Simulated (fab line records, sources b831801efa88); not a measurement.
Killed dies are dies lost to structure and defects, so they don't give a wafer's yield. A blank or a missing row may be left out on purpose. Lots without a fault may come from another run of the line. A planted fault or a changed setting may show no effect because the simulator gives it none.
fab line records | flow gf180mcu
record lots=5 wafers=15 last_day=33
route steps=602 shown M2@366 V2@382
lots that met no fault: from a run of the same line without faults
start_h: hours from the record's first day to the start of the lot's first wafer shown | wait_h: hours since the lot's step before | " the same as in the row above | L1.1+2: a row that stands for several wafers | - no value, or no start given | * or withheld: withheld | < > ~ a bound
route shown NAME@n: a module of which the file shows steps, and the number in the route of the first | usual: mean/standard deviation of fault-free wafers | same: alike in all rows | chamber/n: place in a boat | sites: the reading at each site | _std_site: their standard deviation | _edge_site: outer sites' mean less inner sites' | radius_mm: how far each site lies from the wafer's centre | mask NAME#n: copy n | behind: the tool/chamber that last shaped the wafer | hold: why the lot was held/for how many hours/how that ended | device: the transistor (n, p or np) that didn't switch | end of line: the same wafers' tests at the end of the route | a step without rows: its recipe alone | killed: dies lost to structure and defects at the first sort, not the wafer's yield | map: a wafer's dies, x killed, . not, _ none there
set.NAME: the setting as run; set.NAME@STEP: as run at that earlier step | model.NAME: the simulator's own value behind a step, which no gauge read
lots at some steps of the route; a table a step, a row a wafer
services: from which hour (start_h, from the record's first day; less than 0 if before it) a tool's chamber was out of use, for how many hours, and why
## steps
# step GF_M2_SPUTTER_04
# recipe material=TiN target_thk_nm=50 power_w=6500 time_s=41.7 chamber_pressure_pa=0.4
# usual chamber_pressure_pa=0.4000/0.00075 throttle_valve_pct=29.9/0.94
# columns lot.wafer tool chamber start_h wait_h chamber_pressure_pa throttle_valve_pct
L075.4 pvd_sputter-02 - 432.39 0.0 0.3989 29.5
L075.5 " - " " 0.4006 30.1
L075.6 " - " " 0.4003 29.3
L079.1 pvd_sputter-04 - 459.86 0.0 0.4014 30.5
L079.2 " - " " 0.4013 30.3
L079.6 " - " " 0.3993 30.5
L087.1 pvd_sputter-02 - 532.35 0.0 0.3998 29.8
L087.5 " - " " 0.4003 29.6
L087.6 " - " " 0.3990 29.6
L092.1 pvd_sputter-03 - 567.25 0.0 0.4003 30.2
L092.3 " - " " 0.4000 28.6
L092.5 " - " " 0.3992 30.2
L093.1 pvd_sputter-02 - 576.60 0.0 0.4000 29.5
L093.3 " - " " 0.4008 28.3
L093.4 " - " " 0.4004 30.1
# step GF_M2_RS_MEAS_05
# recipe thk_meas_gauge=four-point-probe reads=TiN_of_M2_SPUTTER_04+Ti_of_M2_SPUTTER_03+AlCu_of_M2_SPUTTER_02+TiN_of_M2_SPUTTER_01+Ti_of_M2_SPUTTER_00
# usual M2_ALCU_RS=0.0695/0.00079
# columns lot.wafer tool chamber start_h wait_h M2_ALCU_RS[ohm/sq]
L075.4 film_metro-04 - 432.49 0.1 0.0685
L075.5 " - " " 0.0694
L075.6 " - " " 0.0679
L079.1 film_metro-04 - 459.90 0.0 0.0696
L079.2 " - " " 0.0683
L079.6 " - " " 0.0686
L087.1 film_metro-03 - 532.39 0.0 0.0694
L087.5 " - " " 0.0695
L087.6 " - " " 0.0686
L092.1 film_metro-02 - 567.29 0.0 0.0694
L092.3 " - " " 0.0706
L092.5 " - " " 0.0704
L093.1 film_metro-03 - 576.64 0.0 0.0685
L093.3 " - " " 0.0694
L093.4 " - " " 0.0692
# step GF_M2_THK_MEAS_06
# recipe thk_meas_gauge=xrf reads=AlCu_of_M2_SPUTTER_02
# usual M2_ALCU_THK=457/5.4
# columns lot.wafer tool chamber start_h wait_h M2_ALCU_THK[nm]
L075.4 film_metro-04 - 432.58 0.1 466
L075.5 " - " " 460
L075.6 " - " " 469
L079.1 film_metro-04 - 460.02 0.1 454
L079.2 " - " " 464
L079.6 " - " " 462
L087.1 film_metro-03 - 532.51 0.1 458
L087.5 " - " " 456
L087.6 " - " " 464
L092.1 film_metro-02 - 567.41 0.1 457
L092.3 " - " " 450
L092.5 " - " " 451
L093.1 film_metro-03 - 576.76 0.1 466
L093.3 " - " " 459
L093.4 " - " " 459
# step GF_M2_DEHYDRATE_07
# recipe temp_c=200 time_s=60
# usual heater_power_total_W=160.37/0.12
# columns lot.wafer tool chamber start_h wait_h heater_power_total_W
L075.4 litho_track-01 0 443.78 11.2 160.50
L075.5 " 0 " " 160.47
L075.6 " 0 " " 160.35
L079.1 litho_track-02 0 471.60 11.6 160.48
L079.2 " 0 " " 160.41
L079.6 " 0 " " 160.31
L087.1 litho_track-01 0 543.30 10.8 160.48
L087.5 " 0 " " 160.31
L087.6 " 0 " " 160.50
L092.1 litho_track-01 0 577.90 10.5 160.31
L092.3 " 0 " " 160.37
L092.5 " 0 " " 160.29
L093.1 litho_track-01 0 586.60 9.8 160.44
L093.3 " 0 " " 160.30
L093.4 " 0 " " 160.35
# step GF_M2_HMDS_08
# recipe prime_time_s=60 prime_temp_c=120
# usual prime_temp_c=119.96/0.13
# columns lot.wafer tool chamber start_h wait_h prime_temp_c
L075.4 litho_track-01 0 443.93 0.1 120.02
L075.5 " 0 " " 120.13
L075.6 " 0 " " 119.99
L079.1 litho_track-02 0 471.75 0.1 119.70
L079.2 " 0 " " 119.76
L079.6 " 0 " " 119.82
L087.1 litho_track-01 0 543.45 0.1 119.84
L087.5 " 0 " " 119.98
L087.6 " 0 " " 120.14
L092.1 litho_track-01 0 578.05 0.1 119.92
L092.3 " 0 " " 120.11
L092.5 " 0 " " 120.02
L093.1 litho_track-01 0 586.75 0.1 120.18
L093.3 " 0 " " 120.13
L093.4 " 0 " " 119.93
# step GF_M2_COAT_09
# recipe resist=KrF spin_rpm=withheld resist_thk_nm=1000
# columns lot.wafer tool chamber start_h wait_h
L075.4+5+6 litho_track-01 0 444.08 0.1
L079.1+2+6 litho_track-02 0 471.90 0.1
L087.1+5+6 litho_track-01 0 543.60 0.1
L092.1+3+5 litho_track-01 0 578.20 0.1
L093.1+3+4 litho_track-01 0 586.90 0.1
# step GF_M2_SOFTBAKE_10
# recipe temp_c=130 time_s=60 resist=KrF
# usual heater_power_total_W=93.05/0.06
# columns lot.wafer tool chamber start_h wait_h heater_power_total_W
L075.4 litho_track-01 0 444.23 0.1 93.07
L075.5 " 0 " " 93.13
L075.6 " 0 " " 92.97
L079.1 litho_track-02 0 472.05 0.1 93.05
L079.2 " 0 " " 93.06
L079.6 " 0 " " 93.13
L087.1 litho_track-01 0 543.75 0.1 93.02
L087.5 " 0 " " 93.17
L087.6 " 0 " " 93.07
L092.1 litho_track-01 0 578.35 0.1 93.03
L092.3 " 0 " " 93.04
L092.5 " 0 " " 93.12
L093.1 litho_track-01 0 587.05 0.1 93.05
L093.3 " 0 " " 92.92
L093.4 " 0 " " 93.10
# step GF_M2_EXPOSE_11
# recipe mask_id=Metal2 target_cd_nm=280 na=0.68 source_shape=conventional sigma_outer=0.6 dose_mj=28
# columns lot.wafer tool chamber start_h wait_h mask
L075.4+5+6 krf_scanner-02 0 - - Metal2#0
L079.1+2+6 krf_scanner-01 0 - - Metal2#0
L087.1+5+6 krf_scanner-01 0 - - Metal2#0
L092.1+3+5 krf_scanner-01 0 - - Metal2#0
L093.1+3+4 krf_scanner-02 0 - - Metal2#0
# step GF_M2_PEB_12
# recipe peb_temp_c=135 peb_time_s=90 resist=KrF
# usual heater_power_total_W=85.69/0.09
# columns lot.wafer tool chamber start_h wait_h heater_power_total_W
L075.4 litho_track-01 0 - - 85.81
L075.5 " 0 " " 85.88
L075.6 " 0 " " 85.86
L079.1 litho_track-02 0 - - 85.86
L079.2 " 0 " " 85.55
L079.6 " 0 " " 85.62
L087.1 litho_track-02 0 - - 85.60
L087.5 " 0 " " 85.53
L087.6 " 0 " " 85.86
L092.1 litho_track-01 0 - - 85.68
L092.3 " 0 " " 85.75
L092.5 " 0 " " 85.76
L093.1 litho_track-03 0 - - 85.54
L093.3 " 0 " " 85.70
L093.4 " 0 " " 85.67
# step GF_M2_DEVELOP_13
# recipe develop_time_s=60 dev_temp_c=21
# columns lot.wafer tool chamber start_h wait_h
L075.4+5+6 litho_track-01 0 456.73 0.1
L079.1+2+6 litho_track-02 0 484.40 0.2
L087.1+5+6 litho_track-02 0 554.75 0.2
L092.1+3+5 litho_track-01 0 588.10 0.2
L093.1+3+4 litho_track-03 0 597.88 0.2
# step GF_M2_CD_MEAS_14
# recipe target_cd_nm=280
# usual cd_nm=280.5/1.3
# columns lot.wafer tool chamber start_h wait_h cd_nm
L075.4 cd_sem-02 - 456.86 0.1 280.5
L075.5 " - " " 281.1
L075.6 " - " " 281.6
L079.1 cd_sem-01 - 484.55 0.1 281.6
L079.2 " - " " 280.7
L079.6 " - " " 281.4
L087.1 cd_sem-02 - 554.90 0.1 280.8
L087.5 " - " " 280.3
L087.6 " - " " 281.6
L092.1 cd_sem-01 - 588.25 0.1 281.8
L092.3 " - " " 282.0
L092.5 " - " " 281.6
L093.1 cd_sem-02 - 598.03 0.1 280.4
L093.3 " - " " 280.4
L093.4 " - " " 282.2
# step GF_M2_OVL_MEAS_15
# usual M2_OVL=-1/5.1
# columns lot.wafer tool chamber start_h wait_h M2_OVL[nm]
L075.4 overlay-02 - 456.94 0.1 -9
L075.5 " - " " -2
L075.6 " - " " -7
L079.1 overlay-02 - 484.67 0.1 0
L079.2 " - " " -4
L079.6 " - " " -6
L087.1 overlay-01 - 555.02 0.1 -3
L087.5 " - " " 2
L087.6 " - " " 9
L092.1 overlay-01 - 588.37 0.1 -7
L092.3 " - " " 0
L092.5 " - " " 0
L093.1 overlay-02 - 598.15 0.1 -3
L093.3 " - " " -3
L093.4 " - " " -5
# step GF_M2_METAL_ETCH_16
# recipe chemistry=Cl2/BCl3 mask_material=KrF target_depth_nm=627.5 stop_on=SiO2 pressure_mtorr=8 icp_w=800 bias_w=140 Cl2_flow_sccm=80 bcl3_flow_sccm=40 time_s=99.59
# usual drypump_motor_current_A=5.5/0.45 oes_product_au=0.993/0.0073 throttle_valve_pct=28.228/0.012
# columns lot.wafer tool chamber start_h wait_h drypump_motor_current_A oes_product_au rf_hours_counter_h throttle_valve_pct
L075.4 rie_metal-04 1 456.99 0.0 5.2 0.988 - 28.221
L075.5 " 1 " " 5.2 0.996 - 28.225
L075.6 " 0 " " 6.6 0.985 - 28.229
L079.1 rie_metal-01 0 484.71 0.0 5.6 0.998 5 28.232
L079.2 " 1 " " 4.9 0.984 7 28.230
L079.6 " 0 " " 5.6 1.007 - 28.225
L087.1 rie_metal-02 0 555.06 0.0 5.2 0.988 13 28.218
L087.5 " 0 " " 5.3 0.977 - 28.223
L087.6 " 0 " " 5.3 0.999 - 28.217
L092.1 rie_metal-02 1 588.40 0.0 5.7 0.991 2 28.243
L092.3 " 1 " " 5.7 0.989 - 28.213
L092.5 " 1 " " 5.7 0.993 - 28.232
L093.1 rie_metal-01 0 598.18 0.0 5.6 1.002 8 28.204
L093.3 " 0 " " 5.6 1.002 - 28.216
L093.4 " 1 " " 4.9 1.000 - 28.220
# step GF_M2_STRIP_17
# recipe chemistry=O2/N2 power_w=1400 pressure_mtorr=1500 platen_temp_c=250 o2_flow_sccm=3000 n2_flow_sccm=300 overash_fraction=0.5
# usual drypump_motor_current_A=6.0/0.5 heater_power_w=328/41 n2_flow_sccm=300.0/0.87 oes_product_au=0.563/0.0047 strip_time_to_endpoint_s=8.00/0.051
# columns lot.wafer tool chamber start_h wait_h drypump_motor_current_A heater_power_w n2_flow_sccm oes_product_au rf_hours_counter_h strip_time_to_endpoint_s
L075.4 plasma_asher-03 1 457.10 0.1 5.7 271 298.4 0.567 - 8.06
L075.5 " 1 " " 5.7 272 300.8 0.569 - 8.03
L075.6 " 0 " " 5.8 353 300.5 0.561 - 8.04
L079.1 plasma_asher-04 0 484.82 0.1 5.4 268 300.3 0.564 40 7.97
L079.2 " 1 " " 5.6 351 300.7 0.558 40 8.06
L079.6 " 0 " " 5.4 270 299.1 0.560 - 7.95
L087.1 plasma_asher-04 0 555.28 0.2 5.4 270 299.4 0.564 47 8.00
L087.5 " 0 " " 5.4 269 299.4 0.567 - 7.98
L087.6 " 1 " " 5.6 360 300.1 0.557 - 7.94
L092.1 plasma_asher-03 1 588.63 0.2 5.7 277 300.5 0.565 17 8.00
L092.3 " 0 " " 5.8 367 301.6 0.561 - 8.01
L092.5 " 1 " " 5.7 271 300.1 0.564 - 7.96
L093.1 plasma_asher-03 1 598.29 0.1 5.8 269 299.2 0.555 18 7.88
L093.3 " 1 " " 5.7 278 299.5 0.563 - 7.89
L093.4 " 0 " " 5.8 360 301.0 0.559 - 7.93
# step GF_M2_STRIP_18
# recipe chemistry=post_etch_residue_remover time_s=1200 temp_c=72.5
# usual bath_guard_temp_C=72.7/0.57
# columns lot.wafer tool chamber start_h wait_h bath_guard_temp_C
L075.4 wet_bench-04 2 457.17 0.0 73.5
L075.5 " 2 " " 74.4
L075.6 " 2 " " 73.8
L079.1 wet_bench-03 3 484.92 0.1 72.2
L079.2 " 3 " " 71.8
L079.6 " 3 " " 72.0
L087.1 wet_bench-03 1 555.38 0.1 73.0
L087.5 " 1 " " 72.7
L087.6 " 1 " " 72.8
L092.1 wet_bench-03 3 588.73 0.1 71.9
L092.3 " 3 " " 71.9
L092.5 " 3 " " 71.9
L093.1 wet_bench-04 3 598.39 0.1 72.3
L093.3 " 3 " " 72.4
L093.4 " 3 " " 72.5
# step GF_M2_CLEAN_19
# recipe chemistry=DIW dry=n2_spin
# columns lot.wafer tool chamber start_h wait_h
L075.4+5+6 wet_bench-01 2 457.51 0.0
L079.1+2+6 wet_bench-01 1 485.29 0.0
L087.1+5+6 wet_bench-04 1 555.72 0.0
L092.1+3+5 wet_bench-04 2 589.07 0.0
L093.1+3+4 wet_bench-01 1 598.74 0.0
# step GF_V2_CVD_00
# recipe material=SiO2 target_thk_nm=600 sigma_open_frac=0.3 temp_c=400 time_s=100 sih4_flow_sccm=60 pressure_mtorr=6
# columns lot.wafer tool chamber start_h wait_h
L075.4+5+6 hdpcvd-01 1,2,0 457.65 0.0
L079.1+2+6 hdpcvd-02 2,1,0 485.39 0.0
L087.1+5+6 hdpcvd-02 1,0,2 555.82 0.0
L092.1+3+5 hdpcvd-02 2,0,1 589.16 0.0
L093.1+3+4 hdpcvd-02 2,1,0 598.84 0.0
# step GF_V2_THK_MEAS_01
# recipe reads=SiO2_of_V2_CVD_00
# usual V2_CVD_00_THK=598/6.6
# columns lot.wafer tool chamber start_h wait_h V2_CVD_00_THK[nm]
L075.4 film_metro-02 - 457.71 0.0 598
L075.5 " - " " 600
L075.6 " - " " 599
L079.1 film_metro-04 - 485.46 0.0 607
L079.2 " - " " 603
L079.6 " - " " 601
L087.1 film_metro-04 - 555.89 0.0 600
L087.5 " - " " 589
L087.6 " - " " 598
L092.1 film_metro-02 - 589.23 0.0 605
L092.3 " - " " 596
L092.5 " - " " 599
L093.1 film_metro-02 - 598.91 0.0 607
L093.3 " - " " 602
L093.4 " - " " 591
# step GF_V2_CVD_02
# recipe material=SiO2 target_thk_nm=850 precursor=TEOS temp_c=400 time_s=94.851 rf_w=600
# usual heater_power_w=645/130
# columns lot.wafer tool chamber start_h wait_h heater_power_w
L075.4 pecvd-04 1 457.78 0.1 560
L075.5 " 2 " " 640
L075.6 " 0 " " 641
L079.1 pecvd-01 1 485.52 0.1 701
L079.2 " 2 " " 536
L079.6 " 1 " " 720
L087.1 pecvd-04 1 555.95 0.1 537
L087.5 " 1 " " 573
L087.6 " 0 " " 816
L092.1 pecvd-03 0 589.29 0.1 709
L092.3 " 2 " " 847
L092.5 " 0 " " 561
L093.1 pecvd-04 0 598.97 0.1 656
L093.3 " 1 " " 524
L093.4 " 0 " " 722
# step GF_V2_THK_MEAS_03
# recipe reads=SiO2_of_V2_CVD_02
# usual V2_CVD_02_THK=852/11
# columns lot.wafer tool chamber start_h wait_h V2_CVD_02_THK[nm]
L075.4 film_metro-04 - 457.84 0.0 855
L075.5 " - " " 857
L075.6 " - " " 844
L079.1 film_metro-04 - 485.62 0.1 831
L079.2 " - " " 831
L079.6 " - " " 840
L087.1 film_metro-02 - 556.02 0.0 843
L087.5 " - " " 857
L087.6 " - " " 848
L092.1 film_metro-02 - 589.36 0.0 854
L092.3 " - " " 856
L092.5 " - " " 866
L093.1 film_metro-01 - 599.04 0.0 827
L093.3 " - " " 854
L093.4 " - " " 858
# step GF_V2_CMP_04
# recipe material=SiO2 down_force_psi=4 platen_rpm=60 pad_velocity_m_s=0.94248
# usual motor_current_A=12.0/1 slurry_flow_ml_min=150.0/0.47 time_to_endpoint_s=81/6.3
# columns lot.wafer tool chamber start_h wait_h motor_current_A slurry_flow_ml_min time_to_endpoint_s
L075.4 cmp-02 3 457.97 0.1 13.3 150.1 81
L075.6 " 1 " " 12.9 150.6 74
L075.5 " 2 " " 12.0 150.2 79
L079.1 cmp-02 0 485.68 0.1 12.5 149.5 73
L079.2 " 3 " " 13.9 150.2 72
L079.6 " 0 " " 12.5 150.4 76
L087.1 cmp-02 3 556.18 0.1 13.2 149.9 77
L087.5 " 1 " " 12.8 149.6 79
L087.6 " 2 " " 12.0 150.4 78
L092.3 cmp-02 0 589.46 0.1 12.9 149.3 85
L092.1 " 2 " " 11.9 150.4 84
L092.5 " 1 " " 13.5 150.1 86
L093.3 cmp-01 0 599.10 0.0 11.6 149.8 74
L093.1 " 2 " " 9.7 149.5 70
L093.4 " 3 " " 11.1 149.6 82
# step GF_V2_BOW_MEAS_05
# recipe mode=bow
# usual V2_BOW=102/8.4
# columns lot.wafer tool chamber start_h wait_h V2_BOW[um]
L075.4 film_metro-02 - 458.23 0.2 95
L075.5 " - " " 97
L075.6 " - " " 114
L079.1 film_metro-02 - 485.98 0.2 117
L079.2 " - " " 104
L079.6 " - " " 114
L087.1 film_metro-02 - 556.38 0.1 93
L087.5 " - " " 105
L087.6 " - " " 99
L092.1 film_metro-04 - 589.76 0.1 103
L092.3 " - " " 104
L092.5 " - " " 103
L093.1 film_metro-04 - 599.40 0.1 106
L093.3 " - " " 124
L093.4 " - " " 123
# step GF_V2_DEHYDRATE_06
# recipe temp_c=200 time_s=60
# usual heater_power_total_W=160.35/0.12
# columns lot.wafer tool chamber start_h wait_h heater_power_total_W
L075.4 litho_track-04 0 469.54 11.3 160.53
L075.5 " 0 " " 160.25
L075.6 " 0 " " 160.13
L079.1 litho_track-04 0 496.56 10.6 160.16
L079.2 " 0 " " 160.37
L079.6 " 0 " " 160.31
L087.1 litho_track-03 0 566.08 9.7 160.33
L087.5 " 0 " " 160.15
L087.6 " 0 " " 160.30
L092.1 litho_track-04 0 600.41 10.6 160.30
L092.3 " 0 " " 160.26
L092.5 " 0 " " 160.20
L093.1 litho_track-03 0 609.08 9.7 160.40
L093.3 " 0 " " 160.27
L093.4 " 0 " " 160.16
# step GF_V2_HMDS_07
# recipe prime_time_s=60 prime_temp_c=120
# usual prime_temp_c=120.02/0.15
# columns lot.wafer tool chamber start_h wait_h prime_temp_c
L075.4 litho_track-04 0 469.69 0.1 119.92
L075.5 " 0 " " 120.01
L075.6 " 0 " " 119.98
L079.1 litho_track-04 0 496.71 0.1 120.16
L079.2 " 0 " " 119.83
L079.6 " 0 " " 119.99
L087.1 litho_track-03 0 566.23 0.1 120.04
L087.5 " 0 " " 119.79
L087.6 " 0 " " 119.97
L092.1 litho_track-04 0 600.56 0.1 120.00
L092.3 " 0 " " 119.89
L092.5 " 0 " " 119.87
L093.1 litho_track-03 0 609.23 0.1 119.98
L093.3 " 0 " " 119.93
L093.4 " 0 " " 120.18
# step GF_V2_COAT_08
# recipe resist=BARC temp_c=withheld time_s=withheld spin_rpm=withheld resist_thk_nm=withheld
# columns lot.wafer tool chamber start_h wait_h
L075.4+5+6 litho_track-04 0 469.84 0.1
L079.1+2+6 litho_track-04 0 496.86 0.1
L087.1+5+6 litho_track-03 0 566.38 0.1
L092.1+3+5 litho_track-04 0 600.71 0.1
L093.1+3+4 litho_track-03 0 609.38 0.1
# step GF_V2_COAT_09
# recipe resist=KrF spin_rpm=withheld resist_thk_nm=1000
# columns lot.wafer tool chamber start_h wait_h
L075.4+5+6 litho_track-04 0 - -
L079.1+2+6 litho_track-04 0 - -
L087.1+5+6 litho_track-03 0 - -
L092.1+3+5 litho_track-04 0 - -
L093.1+3+4 litho_track-03 0 - -
# step GF_V2_SOFTBAKE_10
# recipe temp_c=130 time_s=60 resist=KrF
# usual heater_power_total_W=93.05/0.058
# columns lot.wafer tool chamber start_h wait_h heater_power_total_W
L075.4 litho_track-04 0 - - 93.02
L075.5 " 0 " " 92.92
L075.6 " 0 " " 92.98
L079.1 litho_track-04 0 - - 93.09
L079.2 " 0 " " 93.11
L079.6 " 0 " " 93.04
L087.1 litho_track-03 0 - - 93.10
L087.5 " 0 " " 93.07
L087.6 " 0 " " 93.04
L092.1 litho_track-04 0 - - 93.06
L092.3 " 0 " " 93.01
L092.5 " 0 " " 93.11
L093.1 litho_track-03 0 - - 93.02
L093.3 " 0 " " 93.08
L093.4 " 0 " " 93.07
# step GF_V2_EXPOSE_11
# recipe mask_id=Via2 target_cd_nm=260 na=0.68 source_shape=conventional sigma_outer=0.6 dose_mj=38
# columns lot.wafer tool chamber start_h wait_h mask
L075.4+5+6 krf_scanner-01 0 - - Via2#0
L079.1+2+6 krf_scanner-02 0 - - Via2#0
L087.1+5+6 krf_scanner-02 0 - - Via2#0
L092.1+3+5 krf_scanner-01 0 - - Via2#0
L093.1+3+4 krf_scanner-02 0 - - Via2#0
# step GF_V2_PEB_12
# recipe peb_temp_c=135 peb_time_s=90 resist=KrF
# usual heater_power_total_W=85.68/0.083
# columns lot.wafer tool chamber start_h wait_h heater_power_total_W
L075.4 litho_track-03 0 - - 85.72
L075.5 " 0 " " 85.54
L075.6 " 0 " " 85.65
L079.1 litho_track-02 0 - - 85.68
L079.2 " 0 " " 85.78
L079.6 " 0 " " 85.73
L087.1 litho_track-04 0 - - 85.60
L087.5 " 0 " " 85.83
L087.6 " 0 " " 85.75
L092.1 litho_track-03 0 - - 85.61
L092.3 " 0 " " 85.81
L092.5 " 0 " " 85.75
L093.1 litho_track-03 0 - - 85.72
L093.3 " 0 " " 85.66
L093.4 " 0 " " 85.75
# step GF_V2_DEVELOP_13
# recipe develop_time_s=60 resist=KrF dev_temp_c=21
# columns lot.wafer tool chamber start_h wait_h
L075.4+5+6 litho_track-03 0 482.20 0.1
L079.1+2+6 litho_track-02 0 509.25 0.2
L087.1+5+6 litho_track-04 0 578.21 0.2
L092.1+3+5 litho_track-03 0 610.38 0.2
L093.1+3+4 litho_track-03 0 619.38 0.2
# step GF_V2_CD_MEAS_14
# recipe target_cd_nm=260
# usual cd_nm=259.4/1.2
# columns lot.wafer tool chamber start_h wait_h cd_nm
L075.4 cd_sem-02 - 482.34 0.1 259.1
L075.5 " - " " 259.4
L075.6 " - " " 258.8
L079.1 cd_sem-01 - 509.40 0.1 262.8
L079.2 " - " " 261.1
L079.6 " - " " 261.5
L087.1 cd_sem-02 - 578.36 0.1 259.6
L087.5 " - " " 260.7
L087.6 " - " " 259.8
L092.1 cd_sem-01 - 610.53 0.1 260.3
L092.3 " - " " 260.1
L092.5 " - " " 259.7
L093.1 cd_sem-01 - 619.53 0.1 260.5
L093.3 " - " " 260.7
L093.4 " - " " 260.6
# step GF_V2_OVL_MEAS_15
# usual V2_OVL=1/5.9
# columns lot.wafer tool chamber start_h wait_h V2_OVL[nm]
L075.4 overlay-01 - 482.42 0.1 6
L075.5 " - " " 12
L075.6 " - " " 0
L079.1 overlay-01 - 509.52 0.1 -7
L079.2 " - " " -7
L079.6 " - " " 2
L087.1 overlay-02 - 578.48 0.1 8
L087.5 " - " " 5
L087.6 " - " " -2
L092.1 overlay-01 - 610.65 0.1 1
L092.3 " - " " -2
L092.5 " - " " 1
L093.1 overlay-01 - 619.65 0.1 5
L093.3 " - " " 6
L093.4 " - " " 1
# step GF_V2_ETCH_16
# recipe chemistry=N2/H2 target_depth_a=withheld overetch_a=withheld time_s=withheld target=BARC ion_energy_ev=200 source_w=500 bias_w=100 pressure_mtorr=30 n2_flow_sccm=100 h2_flow_sccm=200
# usual drypump_motor_current_A=5.8/0.47 n2_flow_sccm=100.03/0.27 oes_product_au=0.855/0.0049 throttle_valve_pct=13.224/0.0088
# columns lot.wafer tool chamber start_h wait_h drypump_motor_current_A n2_flow_sccm oes_product_au throttle_valve_pct
L075.4 rie_diel-03 0 482.43 0.0 5.8 100.07 0.849 13.220
L075.5 " 2 " " 5.4 99.99 0.852 13.229
L075.6 " 1 " " 5.4 99.58 0.855 13.231
L079.1 rie_diel-03 2 509.56 0.0 5.4 99.96 0.849 13.230
L079.2 " 0 " " 5.8 99.70 0.850 13.216
L079.6 " 1 " " 5.4 99.88 0.854 13.226
L087.1 rie_diel-04 3 578.52 0.0 6.6 100.15 0.848 13.222
L087.5 " 3 " " 6.6 100.17 0.855 13.213
L087.6 " 2 " " 6.5 99.84 0.867 13.223
L092.1 rie_diel-03 3 610.68 0.0 5.0 100.43 0.854 13.221
L092.3 " 0 " " 5.8 99.33 0.854 13.214
L092.5 " 3 " " 5.0 100.23 0.858 13.220
L093.1 rie_diel-01 3 619.68 0.0 6.4 99.47 0.860 13.230
L093.3 " 0 " " 5.9 99.82 0.849 13.221
L093.4 " 3 " " 6.4 100.14 0.851 13.239
# step GF_V2_ETCH_17
# recipe chemistry=C4F8/O2/Ar mask_material=KrF target=SiO2 stop_on=TiN source_w=1500 bias_w=1200 pressure_mtorr=40 c4f8_flow_sccm=withheld O2_flow_sccm=6 Ar_flow_sccm=300 time_s=withheld target_depth_a=6300
# usual oes_product_au=0.856/0.0046
# columns lot.wafer tool chamber start_h wait_h oes_product_au
L075.4 rie_diel-03 0 - - 0.859
L075.5 " 2 " " 0.864
L075.6 " 1 " " 0.853
L079.1 rie_diel-03 2 - - 0.858
L079.2 " 0 " " 0.859
L079.6 " 1 " " 0.853
L087.1 rie_diel-04 3 - - 0.864
L087.5 " 3 " " 0.851
L087.6 " 2 " " 0.860
L092.1 rie_diel-03 3 - - 0.859
L092.3 " 0 " " 0.863
L092.5 " 3 " " 0.857
L093.1 rie_diel-01 3 - - 0.855
L093.3 " 0 " " 0.856
L093.4 " 3 " " 0.854
# step GF_V2_STRIP_18
# recipe chemistry=O2/N2 power_w=1400 pressure_mtorr=1500 platen_temp_c=250 o2_flow_sccm=3000 n2_flow_sccm=300 overash_fraction=0.5
# usual drypump_motor_current_A=6.1/0.52 heater_power_w=331/33 n2_flow_sccm=300.0/0.8 oes_product_au=0.594/0.0048
# columns lot.wafer tool chamber start_h wait_h drypump_motor_current_A heater_power_w n2_flow_sccm oes_product_au rf_hours_counter_h
L075.4 plasma_asher-02 1 482.60 - 6.5 353 299.4 0.586 -
L075.5 " 0 " " 6.8 357 299.2 0.583 -
L075.6 " 1 " " 6.5 354 300.7 0.598 -
L079.1 plasma_asher-02 0 509.69 - 6.8 353 299.2 0.593 84
L079.2 " 1 " " 6.5 355 300.7 0.593 84
L079.6 " 1 " " 6.5 352 299.7 0.585 -
L087.1 plasma_asher-04 1 578.65 - 5.6 358 300.0 0.592 49
L087.5 " 1 " " 5.6 358 301.3 0.593 -
L087.6 " 0 " " 5.4 266 299.9 0.589 -
L092.1 plasma_asher-02 0 610.81 - 6.8 358 300.4 0.593 94
L092.3 " 0 " " 6.8 360 301.8 0.593 -
L092.5 " 0 " " 6.8 355 301.0 0.597 -
L093.1 plasma_asher-02 0 619.81 - 6.8 346 299.8 0.595 95
L093.3 " 1 " " 6.5 368 300.2 0.593 -
L093.4 " 0 " " 6.8 363 300.8 0.586 -
# step GF_V2_STRIP_19
# recipe chemistry=post_etch_residue_remover time_s=1200 temp_c=72.5
# usual bath_guard_temp_C=72.4/0.47
# columns lot.wafer tool chamber start_h wait_h bath_guard_temp_C
L075.4 wet_bench-03 1 482.66 0.0 73.0
L075.5 " 1 " " 73.2
L075.6 " 1 " " 72.8
L079.1 wet_bench-02 0 509.79 0.1 72.4
L079.2 " 0 " " 72.2
L079.6 " 0 " " 72.6
L087.1 wet_bench-01 2 578.75 0.1 72.2
L087.5 " 2 " " 73.0
L087.6 " 2 " " 72.7
L092.1 wet_bench-02 0 610.91 0.1 72.2
L092.3 " 0 " " 72.1
L092.5 " 0 " " 72.5
L093.1 wet_bench-03 1 619.91 0.1 73.2
L093.3 " 1 " " 72.7
L093.4 " 1 " " 72.8
# step GF_V2_CLEAN_20
# recipe chemistry=DIW dry=n2_spin
# columns lot.wafer tool chamber start_h wait_h
L075.4+5+6 wet_bench-02 0 483.03 0.0
L079.1+2+6 wet_bench-03 3 510.13 0.0
L087.1+5+6 wet_bench-03 2 579.09 0.0
L092.1+3+5 wet_bench-01 1 611.27 0.0
L093.1+3+4 wet_bench-02 0 620.25 0.0
## services
# columns tool chamber start_h hours kind
hdpcvd-02 - 413.23 5.5 pm
hdpcvd-02 0 419.13 6.4 repair
pecvd-04 2 421.01 13.2 repair
plasma_asher-03 - 421.25 9.0 pm
krf_scanner-01 - 426.23 0.2 repair
cmp-02 - 426.42 1.7 repair
krf_scanner-02 - 431.15 1.3 pm
plasma_asher-04 - 442.95 3.0 repair
krf_scanner-02 - 467.23 4.0 pm
krf_scanner-02 - 503.98 0.8 pm
krf_scanner-02 - 505.59 1.0 pm
rie_diel-03 3 507.00 6.6 repair
hdpcvd-02 2 509.66 5.4 repair
krf_scanner-01 - 522.62 1.0 pm
krf_scanner-01 - 527.85 1.3 pm
plasma_asher-02 - 541.26 15.6 pm
rie_diel-03 3 547.20 6.3 repair
krf_scanner-01 - 559.06 1.2 repair
krf_scanner-02 - 559.07 2.5 repair
rie_diel-03 - 562.89 2.8 pm
krf_scanner-01 - 575.05 0.8 pm
hdpcvd-02 2 599.20 8.8 repair
rie_diel-03 - 606.55 0.5 repair
krf_scanner-02 - 607.05 1.3 pm
## key
fault none
